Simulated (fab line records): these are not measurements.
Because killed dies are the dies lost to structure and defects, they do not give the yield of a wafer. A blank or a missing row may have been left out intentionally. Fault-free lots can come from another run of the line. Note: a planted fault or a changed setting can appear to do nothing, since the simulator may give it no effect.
What tool caused it? :: flow sky130 :: 13 lots with 36 wafers sampled at 5 steps, on a route of 708 steps

WHAT THE GAUGES READ, wafer by wafer
SKY_POLY_GATE_CD_MEAS_13 targets a cd of 150 nm.
lot: L541
measured: day 14 21:22
on: cd sem-01
cd nm (nm): 153.4 154.5 152.4

lot: L543
measured: day 17 00:26
on: cd sem-01
cd nm (nm): 149.6 149.9 149.6

lot: L545
measured: day 18 03:41
on: cd sem-01
cd nm (nm): 148.0 149.4 148.7

lot: L544
measured: day 18 02:22
on: cd sem-01
cd nm (nm): 150.8 149.2 151.0

lot: L546
measured: day 18 14:34
on: cd sem-02
cd nm (nm): 151.1 152.4 152.1

lot: L548
measured: day 19 13:50
on: cd sem-01
cd nm (nm): 150.8 152.1

lot: L551
measured: day 20 17:10
on: cd sem-02
cd nm (nm): 148.1 148.7

lot: L552
measured: day 20 23:40
on: cd sem-01
cd nm (nm): 149.1 148.4

lot: L557
measured: day 23 08:43
on: cd sem-01
cd nm (nm): 147.9 149.1 147.4

lot: L558
measured: day 23 09:46
on: cd sem-02
cd nm (nm): 150.3 149.9 151.1

lot: L561
measured: day 24 12:40
on: cd sem-01
cd nm (nm): 150.7 150.0 150.4

lot: L562
measured: day 25 08:34
on: cd sem-02
cd nm (nm): 149.3 149.5 148.2

lot: L563
measured: day 25 08:27
on: cd sem-01
cd nm (nm): 151.1 151.9 152.3

SKY_LDD_P_CD_MEAS_07 targets a cd of 380 nm.
lot: L541
measured: day 17 07:57
on: cd sem-01
cd nm (nm): 380.9 382.4 383.7

lot: L543
measured: day 19 22:23
on: cd sem-02
cd nm (nm): 380.1 378.8 382.3

lot: L545
measured: day 20 21:20
on: cd sem-01
cd nm (nm): 379.7 378.4 377.5

lot: L544
measured: day 20 20:21
on: cd sem-02
cd nm (nm): 382.9 382.8 383.1

lot: L546
measured: day 21 06:45
on: cd sem-02
cd nm (nm): 378.1 376.3 377.7

lot: L548
measured: day 22 07:40
on: cd sem-01
cd nm (nm): 383.0 382.8

lot: L551
measured: day 23 11:10
on: cd sem-02
cd nm (nm): 375.0 378.4

lot: L552
measured: day 23 17:48
on: cd sem-01
cd nm (nm): 379.5 379.6

lot: L557
measured: day 25 23:09
on: cd sem-01
cd nm (nm): 377.0 377.8 376.8

lot: L558
measured: day 26 01:59
on: cd sem-01
cd nm (nm): 383.3 382.2 381.9

lot: L561
measured: day 27 03:27
on: cd sem-02
cd nm (nm): 376.7 376.7 380.8

lot: L562
measured: day 27 23:25
on: cd sem-02
cd nm (nm): 378.3 380.5 379.6

lot: L563
measured: day 28 00:05
on: cd sem-02
cd nm (nm): 379.9 378.9 380.3

WHICH TOOL RAN EACH LOT (tool, then ch and the chambers of the sampled wafers, then the start)
lot: L541
SKY_GATE_OXIDE_STRIP_13: plasma asher-02 ch 0,1, day 12 06:44
SKY_LDD_N_IMPLANT_11: implanter-01 ch 0, day 16 04:08
SKY_LDD_N_STRIP_16: plasma asher-02 ch 0, day 16 04:53

lot: L543
SKY_GATE_OXIDE_STRIP_13: plasma asher-02 ch 0,1, day 14 04:44
SKY_LDD_N_IMPLANT_11: implanter-03 ch 0, day 18 14:37
SKY_LDD_N_STRIP_16: plasma asher-03 ch 0, day 18 15:21

lot: L545
SKY_GATE_OXIDE_STRIP_13: plasma asher-02 ch 0,1, day 15 11:50
SKY_LDD_N_IMPLANT_11: implanter-04 ch 0, day 19 13:25
SKY_LDD_N_STRIP_16: plasma asher-03 ch 0,1, day 19 14:08

lot: L544
SKY_GATE_OXIDE_STRIP_13: plasma asher-01 ch 0,1, day 15 12:02
SKY_LDD_N_IMPLANT_11: implanter-01 ch 0, day 19 13:05
SKY_LDD_N_STRIP_16: plasma asher-04 ch 0,1, day 19 13:50

lot: L546
SKY_GATE_OXIDE_STRIP_13: plasma asher-01 ch 0,1, day 15 20:54
SKY_LDD_N_IMPLANT_11: implanter-01 ch 0, day 19 23:44
SKY_LDD_N_STRIP_16: plasma asher-04 ch 0,1, day 20 00:29

lot: L548
SKY_GATE_OXIDE_STRIP_13: plasma asher-03 ch 1, day 16 15:46
SKY_LDD_N_IMPLANT_11: implanter-01 ch 0, day 20 23:22
SKY_LDD_N_STRIP_16: plasma asher-02 ch 0, day 21 00:05

lot: L551
SKY_GATE_OXIDE_STRIP_13: plasma asher-03 ch 0,1, day 17 21:03
SKY_LDD_N_IMPLANT_11: implanter-01 ch 0, day 22 02:53
SKY_LDD_N_STRIP_16: plasma asher-03 ch 1, day 22 03:38

lot: L552
SKY_GATE_OXIDE_STRIP_13: plasma asher-02 ch 0, day 18 06:05
SKY_LDD_N_IMPLANT_11: implanter-01 ch 0, day 22 09:45
SKY_LDD_N_STRIP_16: plasma asher-02 ch 0,1, day 22 10:30

lot: L557
SKY_GATE_OXIDE_STRIP_13: plasma asher-02 ch 0,1, day 20 10:28
SKY_LDD_N_IMPLANT_11: implanter-01 ch 0, day 24 16:44
SKY_LDD_N_STRIP_16: plasma asher-02 ch 0,1, day 24 17:29

lot: L558
SKY_GATE_OXIDE_STRIP_13: plasma asher-01 ch 0,1, day 20 12:29
SKY_LDD_N_IMPLANT_11: implanter-04 ch 0, day 24 18:55
SKY_LDD_N_STRIP_16: plasma asher-04 ch 0,1, day 24 19:39

lot: L561
SKY_GATE_OXIDE_STRIP_13: plasma asher-01 ch 0,1, day 21 18:48
SKY_LDD_N_IMPLANT_11: implanter-01 ch 0, day 25 20:43
SKY_LDD_N_STRIP_16: plasma asher-03 ch 0,1, day 25 21:28

lot: L562
SKY_GATE_OXIDE_STRIP_13: plasma asher-03 ch 0,1, day 22 10:56
SKY_LDD_N_IMPLANT_11: implanter-03 ch 0, day 26 17:22
SKY_LDD_N_STRIP_16: plasma asher-02 ch 0,1, day 26 18:05

lot: L563
SKY_GATE_OXIDE_STRIP_13: plasma asher-02 ch 0,1, day 22 11:14
SKY_LDD_N_IMPLANT_11: implanter-01 ch 0, day 26 17:38
SKY_LDD_N_STRIP_16: plasma asher-04 ch 0,1, day 26 18:23
- SKY_GATE_OXIDE_STRIP_13: strips in O2/N2.
- SKY_LDD_N_IMPLANT_11
- SKY_LDD_N_STRIP_16: strips in O2/N2.

AS READ BY THE TOOLS THEMSELVES (means over the sampled wafers that have a number; for cases with no such wafer, the mark the record gives instead)
SKY_GATE_OXIDE_STRIP_13.
lot: L541
tool: plasma asher-02
drypump motor current A (A): 6.4
oes product au (a.u.): 0.717
strip time to endpoint s (s): 14.16

lot: L543
tool: plasma asher-02
drypump motor current A (A): 6.3
oes product au (a.u.): 0.719
strip time to endpoint s (s): 14.20

lot: L545
tool: plasma asher-02
drypump motor current A (A): 6.3
oes product au (a.u.): 0.714
strip time to endpoint s (s): 14.18

lot: L544
tool: plasma asher-01
drypump motor current A (A): 5.6
oes product au (a.u.): 0.714
strip time to endpoint s (s): 14.23

lot: L546
tool: plasma asher-01
drypump motor current A (A): 5.7
oes product au (a.u.): 0.712
strip time to endpoint s (s): 14.13

lot: L548
tool: plasma asher-03
drypump motor current A (A): 5.3
oes product au (a.u.): 0.715
strip time to endpoint s (s): 14.23

lot: L551
tool: plasma asher-03
drypump motor current A (A): 5.5
oes product au (a.u.): 0.724
strip time to endpoint s (s): 14.16

lot: L552
tool: plasma asher-02
drypump motor current A (A): 6.4
oes product au (a.u.): 0.712
strip time to endpoint s (s): 14.18

lot: L557
tool: plasma asher-02
drypump motor current A (A): 6.3
oes product au (a.u.): 0.715
strip time to endpoint s (s): 14.24

lot: L558
tool: plasma asher-01
drypump motor current A (A): 5.8
oes product au (a.u.): 0.711
strip time to endpoint s (s): 14.15

lot: L561
tool: plasma asher-01
drypump motor current A (A): 5.6
oes product au (a.u.): 0.718
strip time to endpoint s (s): 14.23

lot: L562
tool: plasma asher-03
drypump motor current A (A): 5.6
oes product au (a.u.): 0.715
strip time to endpoint s (s): 14.18

lot: L563
tool: plasma asher-02
drypump motor current A (A): 6.4
oes product au (a.u.): 0.714
strip time to endpoint s (s): 14.19

SKY_LDD_N_IMPLANT_11.
lot: L541
tool: implanter-01
beam on s (s): 9.94
faraday current uA: 425

lot: L543
tool: implanter-03
beam on s (s): 9.95
faraday current uA: 424

lot: L545
tool: implanter-04
beam on s (s): 9.95
faraday current uA: 424

lot: L544
tool: implanter-01
beam on s (s): 10.00
faraday current uA: 422

lot: L546
tool: implanter-01
beam on s (s): 10.18
faraday current uA: 415

lot: L548
tool: implanter-01
beam on s (s): 11.02
faraday current uA: 386

lot: L551
tool: implanter-01
beam on s (s): 11.09
faraday current uA: 383

lot: L552
tool: implanter-01
beam on s (s): 10.91
faraday current uA: 390

lot: L557
tool: implanter-01
beam on s (s): 9.75
faraday current uA: 433

lot: L558
tool: implanter-04
beam on s (s): 10.01
faraday current uA: 422

lot: L561
tool: implanter-01
beam on s (s): 9.91
faraday current uA: 426

lot: L562
tool: implanter-03
beam on s (s): 10.10
faraday current uA: 419

lot: L563
tool: implanter-01
beam on s (s): 9.93
faraday current uA: 425

SKY_LDD_N_STRIP_16.
lot: L541
tool: plasma asher-02
drypump motor current A (A): 6.4
oes product au (a.u.): 0.407
strip time to endpoint s (s): 4.309

lot: L543
tool: plasma asher-03
drypump motor current A (A): 5.8
oes product au (a.u.): 0.407
strip time to endpoint s (s): 4.314

lot: L545
tool: plasma asher-03
drypump motor current A (A): 5.6
oes product au (a.u.): 0.408
strip time to endpoint s (s): 4.313

lot: L544
tool: plasma asher-04
drypump motor current A (A): 5.9
oes product au (a.u.): 0.407
strip time to endpoint s (s): 4.331

lot: L546
tool: plasma asher-04
drypump motor current A (A): 5.5
oes product au (a.u.): 0.408
strip time to endpoint s (s): 4.326

lot: L548
tool: plasma asher-02
drypump motor current A (A): 6.4
oes product au (a.u.): 0.407
strip time to endpoint s (s): 4.311

lot: L551
tool: plasma asher-03
drypump motor current A (A): 5.3
oes product au (a.u.): 0.404
strip time to endpoint s (s): 4.347

lot: L552
tool: plasma asher-02
drypump motor current A (A): 6.3
oes product au (a.u.): 0.405
strip time to endpoint s (s): 4.328

lot: L557
tool: plasma asher-02
drypump motor current A (A): 6.3
oes product au (a.u.): 0.410
strip time to endpoint s (s): 4.315

lot: L558
tool: plasma asher-04
drypump motor current A (A): 5.9
oes product au (a.u.): 0.407
strip time to endpoint s (s): 4.311

lot: L561
tool: plasma asher-03
drypump motor current A (A): 5.4
oes product au (a.u.): 0.404
strip time to endpoint s (s): 4.319

lot: L562
tool: plasma asher-02
drypump motor current A (A): 6.3
oes product au (a.u.): 0.405
strip time to endpoint s (s): 4.315

lot: L563
tool: plasma asher-04
drypump motor current A (A): 5.5
oes product au (a.u.): 0.406
strip time to endpoint s (s): 4.316

THE ANSWER, worked out from the rows above alone
Rule: the lots themselves supply what counts as usual. The widest of any qualifying gaps counts: lots, ordered by their means at a reading, are off when they make up no more than a third of the lots, leave a main group of 4 or more, and stand apart from it by 3 or more times the standard deviation of that group's means. Not used: any main group whose means are identical at the precision the tables above print for the reading. A lot without any number at a reading at which 4 lots or more have one is off too. Where the step has rows for the other lots, those lots are counted as sound. The gauges are gone through in route order, then the tools' own readings, and for those a lot's mean is taken as printed above. At the first step where some lot is off, the reading lying furthest off is the one used; lots without a number count as furthest.
Off: L548, L551, L552 (SKY_LDD_N_IMPLANT_11, beam on s). Main group: mean 9.97 s, sd 0.11.
If a tool, at that step or one of the process steps before it, ran each lot that is off and ran no sound lot following the first of them, it fits. Not one of the candidates tried fits.

WHAT THE SIMULATOR HAD PUT IN
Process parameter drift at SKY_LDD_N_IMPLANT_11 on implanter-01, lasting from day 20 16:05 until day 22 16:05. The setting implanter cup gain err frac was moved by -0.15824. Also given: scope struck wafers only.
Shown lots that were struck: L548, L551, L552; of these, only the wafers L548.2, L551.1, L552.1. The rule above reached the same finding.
